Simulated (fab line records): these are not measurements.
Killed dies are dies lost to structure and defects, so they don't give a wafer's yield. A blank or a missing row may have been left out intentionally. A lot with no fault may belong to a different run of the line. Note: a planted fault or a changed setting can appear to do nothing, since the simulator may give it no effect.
Which tool was responsible? | flow sky130 | at 1 step of a route of 708, 6 lots with 18 wafers sampled

## WHAT THE GAUGES READ, wafer by wafer
SKY_FIELD_ISO_THK_MEAS_23.
lot  | measured    | on            | FIELD_ISO_OXIDATION_01_THK (nm)
L571 | day 2 12:15 | film_metro-04 | 9.80 9.83 9.79
L574 | day 3 05:12 | film_metro-01 | 10.15 9.96 10.07
L580 | day 4 06:51 | film_metro-02 | 9.96 9.88 9.90
L582 | day 4 20:50 | film_metro-04 | 9.95 9.94 10.06
L587 | day 6 00:14 | film_metro-02 | 10.06 9.98 9.89
L589 | day 6 09:00 | film_metro-04 | 9.88 10.02 10.05

## WHAT TOOL EACH LOT RAN ON (gives the tool, then ch and the chambers of the sampled wafers, and finally the start)
The record holds no process step before these readings.

## THE ANSWER, worked out from the rows above alone
Rule: the usual values come from the lots themselves. Put in order of their means at a reading, lots are off if they are a third of the lots or fewer, leave a main group of 4 or more, and stand apart from it by a gap of 3 or more times the standard deviation of the main group's means; of several such gaps the widest counts. If all means in a main group match to the digits the tables above print for the reading, that group is not used. A lot without any number at a reading at which 4 lots or more have one is off too. Where the step has rows for the other lots, those lots are counted as sound.
Across all readings shown, no lot is off: no conclusion can be drawn from this.

## WHAT THE SIMULATOR HAD INSERTED
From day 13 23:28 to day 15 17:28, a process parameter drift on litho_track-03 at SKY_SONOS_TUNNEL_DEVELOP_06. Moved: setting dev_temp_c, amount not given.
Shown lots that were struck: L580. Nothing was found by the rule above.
